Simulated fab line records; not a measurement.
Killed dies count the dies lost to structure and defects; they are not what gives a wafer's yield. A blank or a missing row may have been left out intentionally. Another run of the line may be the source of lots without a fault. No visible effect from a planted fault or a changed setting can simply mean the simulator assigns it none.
Struck lot and sound lot, side by side :: flow sky130 :: 28 steps out of a route of 708
Sound: these wafers, L611.2, L611.4, L611.6. Wafers struck: L616.2, L616.3, L616.6. At the end, the cause is stated.
At each step with rows: each side's tool, then ch and its chambers, then its first start. Under that, the readings that differ: sound wafers :: struck wafers :: difference of the means :: sigmas: that difference in standard deviations of wafers without a fault.
alike: a reading whose means differ by less than 2 such deviations, as well as words and numbers matching on both sides. not compared: withheld readings; readings where some wafer has no value; bounds like >300 that might hide an equal value; numbers whose values overlap and for which the record gives no deviation.
Wherever a step has rows on one side only, a row that says differs or no value, or a row with sigmas, the two part there. Non-overlapping numbers with no deviation appear without sigmas and do not part them. A reading missing from all wafers of one side parts the sides only when that side holds two or more wafers.

first, 1 step without rows for these wafers: SKY_VT_ADJUST_LVTN_IMPLANT_08.
SKY_VT_ADJUST_LVTN_STRIP_09: strips in O2/N2.
  sound on plasma-asher-04 ch 0,1, day 7 10:20; struck on plasma-asher-02 ch 1, day 8 17:02
reading: drypump-motor-current-A (A)
sound: 5.1 5.1 5.7
struck: 6.5 6.5 6.4
difference: +1.2
sigmas: +2
  alike: oes-product-au, strip-time-to-endpoint-s
  not compared: rf-hours-counter-h
SKY_VT_ADJUST_LVTN_TW_MEAS_10:
  sound on film-metro-04 at day 7 10:27; struck on film-metro-02 at day 8 17:08
  alike: VT_ADJUST_LVTN_TW
then, 7 steps without rows for these wafers: SKY_VT_ADJUST_LVTN_DEHYDRATE_11 (time 60 s); SKY_VT_ADJUST_LVTN_HMDS_12 (prime time 60 s); SKY_VT_ADJUST_LVTN_COAT_13 (resist thk 1140 nm); SKY_VT_ADJUST_LVTN_SOFTBAKE_14 (time 60 s); SKY_VT_ADJUST_LVTN_EXPOSE_15 (exposes mask HVN STD DERIVED, target cd 600 nm); SKY_VT_ADJUST_LVTN_PEB_16; SKY_VT_ADJUST_LVTN_DEVELOP_17 (develop time 60 s).
SKY_VT_ADJUST_LVTN_OVL_MEAS_18:
  sound on overlay-01 at day 8 06:49; struck on overlay-01 at day 9 14:48
  alike: VT_ADJUST_LVTN_01_OVL
next, for these wafers, 1 step has no rows: SKY_VT_ADJUST_LVTN_IMPLANT_19.
SKY_VT_ADJUST_LVTN_STRIP_20: strips in O2/N2.
  sound on plasma-asher-01 ch 1, day 8 06:59; struck on plasma-asher-02 ch 0,1, day 9 14:59
reading: oes-product-au (a.u.)
sound: 0.716 0.719 0.710
struck: 0.940 0.934 0.931
difference: +0.220
sigmas: +56

reading: strip-time-to-endpoint-s (s)
sound: 14.17 14.13 14.18
struck: - - -
difference: no value on the struck wafers
sigmas: 

reading: model.NOVOLAK_of_VT_ADJUST_LVTN_COAT_13.thk-nm (nm)
sound: 0 0 0
struck: 479.8 480.5 477.6
difference: +479.3
sigmas: 
  alike: drypump-motor-current-A
  not compared: rf-hours-counter-h
SKY_VT_ADJUST_LVTN_TW_MEAS_21:
  sound on film-metro-01 at day 8 07:06; struck on film-metro-04 at day 9 15:05
  alike: VT_ADJUST_LVTN_2_TW
then, 7 steps without rows for these wafers: SKY_VT_ADJUST_NCORE_DEHYDRATE_00 (time 60 s); SKY_VT_ADJUST_NCORE_HMDS_01 (prime time 60 s); SKY_VT_ADJUST_NCORE_COAT_02 (resist thk 1140 nm); SKY_VT_ADJUST_NCORE_SOFTBAKE_03 (time 60 s); SKY_VT_ADJUST_NCORE_EXPOSE_04 (exposes mask LVTN COMPLEMENT THIN, target cd 380 nm); SKY_VT_ADJUST_NCORE_PEB_05; SKY_VT_ADJUST_NCORE_DEVELOP_06 (develop time 60 s).
SKY_VT_ADJUST_NCORE_CD_MEAS_07 targets a cd of 380 nm.
  sound on cd-sem-01 at day 9 04:26; struck on cd-sem-02 at day 10 13:43
reading: cd-nm (nm)
sound: 376.3 374.6 377.0
struck: 381.3 382.8 384.3
difference: +6.8
sigmas: +3
SKY_VT_ADJUST_NCORE_OVL_MEAS_08:
  sound on overlay-01 at day 9 04:32; struck on overlay-02 at day 10 13:49
  alike: VT_ADJUST_NCORE_OVL
next, for these wafers, 1 step has no rows: SKY_VT_ADJUST_NCORE_IMPLANT_09.
SKY_VT_ADJUST_NCORE_STRIP_10: strips in O2/N2.
  sound on plasma-asher-02 ch 0,1, day 9 04:43; struck on plasma-asher-02 ch 0,1, day 10 14:00
reading: strip-time-to-endpoint-s (s)
sound: 14.19 14.20 14.19
struck: 21.42 21.50 21.40
difference: +7.25
sigmas: +99 or more
  alike: drypump-motor-current-A, oes-product-au
  not compared: rf-hours-counter-h
SKY_VT_ADJUST_NCORE_TW_MEAS_11:
  sound on film-metro-01 at day 9 04:50; struck on film-metro-01 at day 10 14:07
reading: VT_ADJUST_NCORE_TW
sound: 220.7 219.0 220.5
struck: 30.3 30.4 30.2
difference: -189.8
sigmas: -99 or more
then, 1 step without rows for these wafers: SKY_VT_ADJUST_HVTR_DEHYDRATE_00 (time 60 s).
-- here the record skips 37 days between the struck wafers' starts before and after, leaving off in module VT_ADJUST_HVTR and picking up in module PAD_OPEN (first step shown: number 708 of the route) --
SKY_PAD_OPEN_PROBE_99:
  sound on prober-01 at day 46 08:38; struck on prober-01 at day 47 14:49
reading: model.etest.pfet_16v.r-on-ohm-um
sound: 1.492e+04 1.561e+04 1.538e+04
struck: 1.646e+04 1.657e+04 1.666e+04
difference: +1.260e+03
sigmas: 

reading: model.etest.nfet_16v.r-on-ohm-um
sound: 1.385e+04 1.41e+04 1.398e+04
struck: 1.225e+04 1.216e+04 1.239e+04
difference: -1.710e+03
sigmas: 

reading: model.etest.pfet-g5v0d10v5.r-on-ohm-um
sound: 4697 4758 4729
struck: 5993 6028 6189
difference: +1342
sigmas: 

reading: model.etest.tip-p.rs-ohm-sq
sound: 6877 6901 6887
struck: 7696 7668 7578
difference: +759
sigmas: 

reading: model.etest.pfet_01v8.r-on-ohm-um
sound: 2878 2963 2900
struck: 3457 3485 3589
difference: +597
sigmas: 

reading: model.etest.tip_p_5v.rs-ohm-sq
sound: 2869 2895 2907
struck: 3093 3117 3088
difference: +209
sigmas: 

reading: model.etest.pfet-g5v0d10v5.drive-ua-um
sound: 345.1 340.2 341.3
struck: 248.9 247 241.1
difference: -96.5
sigmas: 

reading: model.etest.sram-nfet-pass.drive-ua-um
sound: 493.4 471.1 485.6
struck: 590.3 564.9 562.8
difference: +89.3
sigmas: 

WHERE THEY PART
Earliest at SKY_VT_ADJUST_LVTN_STRIP_09; latest, in this record, at SKY_VT_ADJUST_NCORE_TW_MEAS_11.

WHY: the cause the simulator had injected
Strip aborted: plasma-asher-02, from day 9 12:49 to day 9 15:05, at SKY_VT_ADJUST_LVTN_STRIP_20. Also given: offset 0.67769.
